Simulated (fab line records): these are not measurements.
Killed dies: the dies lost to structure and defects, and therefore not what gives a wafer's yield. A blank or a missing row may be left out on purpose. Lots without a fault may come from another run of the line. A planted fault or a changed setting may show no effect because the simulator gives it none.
Which tool is to blame? -- flow gf180mcu -- 13 lots with 39 wafers sampled at 3 steps, on a route of 602 steps

WHAT THE GAUGES READ, wafer by wafer
GF_M5_OVL_MEAS_08.
lot,measured,on,M5_OVL (nm)
L146,day 26 08:10,overlay-02,1 1 6
L147,day 26 16:34,overlay-01,-2 -7 -6
L149,day 27 02:00,overlay-02,0 4 3
L150,day 27 13:46,overlay-02,2 0 3
L151,day 28 00:22,overlay-02,-16 -15 -11
L154,day 28 22:14,overlay-02,-4 -9 -10
L155,day 29 05:40,overlay-01,-4 -3 -6
L156,day 29 11:50,overlay-02,3 0 5
L157,day 29 15:05,overlay-02,0 6 -3
L164,day 31 12:51,overlay-02,6 -2 -5
L167,day 32 07:20,overlay-01,-13 -9 -7
L168,day 32 10:47,overlay-01,4 3 4
L169,day 32 16:52,overlay-01,-4 -4 2

GF_V5_CD_MEAS_14: target cd 260 nm.
lot,measured,on,cdNm (nm)
L146,day 27 06:21,cdSem-02,261.8 261.1 261.3
L147,day 27 14:47,cdSem-02,260.2 259.9 259.1
L149,day 28 00:02,cdSem-02,258.1 256.6 257.5
L150,day 28 10:27,cdSem-01,257.8 257.8 257.7
L151,day 28 21:09,cdSem-01,258.9 258.8 259.4
L154,day 29 19:05,cdSem-01,259.7 259.8 260.5
L155,day 30 01:29,cdSem-01,258.3 258.2 257.9
L156,day 30 07:17,cdSem-01,261.0 259.7 261.3
L157,day 30 11:05,cdSem-01,258.3 258.4 259.4
L164,day 32 06:47,cdSem-02,259.7 260.3 259.7
L167,day 33 00:35,cdSem-01,261.3 261.4 260.9
L168,day 33 04:42,cdSem-01,259.5 259.2 261.2
L169,day 33 10:24,cdSem-02,258.9 259.1 259.7

TOOL THAT RAN EACH LOT (tool first, then ch and the chambers of the sampled wafers, then the start)
lot,GF_M1_SPUTTER_04
L146,"pvdSputter-04, day 16 08:01"
L147,"pvdSputter-01, day 16 17:43"
L149,"pvdSputter-04, day 17 04:04"
L150,"pvdSputter-04, day 17 14:55"
L151,"pvdSputter-04, day 18 02:56"
L154,"pvdSputter-03, day 19 07:04"
L155,"pvdSputter-01, day 19 13:35"
L156,"pvdSputter-01, day 19 22:13"
L157,"pvdSputter-01, day 20 02:26"
L164,"pvdSputter-01, day 22 12:05"
L167,"pvdSputter-03, day 23 13:40"
L168,"pvdSputter-03, day 23 19:19"
L169,"pvdSputter-04, day 24 04:19"
- GF_M1_SPUTTER_04: material TiN, target thk 50 nm, time 41.7 s.

WHAT THE TOOLS THEMSELVES READ (means of the sampled wafers that have a number; where no wafer has one, the mark that the record gives instead)
GF_M1_SPUTTER_04.
lot,tool,throttleValvePct (%)
L146,pvdSputter-04,31.0
L147,pvdSputter-01,28.9
L149,pvdSputter-04,30.9
L150,pvdSputter-04,30.3
L151,pvdSputter-04,31.2
L154,pvdSputter-03,29.4
L155,pvdSputter-01,29.3
L156,pvdSputter-01,29.4
L157,pvdSputter-01,29.9
L164,pvdSputter-01,29.7
L167,pvdSputter-03,31.0
L168,pvdSputter-03,30.0
L169,pvdSputter-04,30.9

THE ANSWER, worked out from the rows above alone
Rule: usual is defined by the lots themselves. The widest of any qualifying gaps counts: lots, ordered by their means at a reading, are off when they make up no more than a third of the lots, leave a main group of 4 or more, and stand apart from it by 3 or more times the standard deviation of that group's means. A main group whose means are all the same, to the digits that the tables above print for the reading, isn't used. Also off: a lot with no number at a reading for which 4 or more lots have one. Any other lot the step has rows for is counted as sound. Order of review: gauges by route order, followed by the tools' own readings, for which a lot's mean as printed above is used. At the first step where some lot is off, the reading lying furthest off is the one used; lots without a number count as furthest.
No lot is off at any reading shown: from this, nothing can be told.

WHAT THE SIMULATOR PUT IN
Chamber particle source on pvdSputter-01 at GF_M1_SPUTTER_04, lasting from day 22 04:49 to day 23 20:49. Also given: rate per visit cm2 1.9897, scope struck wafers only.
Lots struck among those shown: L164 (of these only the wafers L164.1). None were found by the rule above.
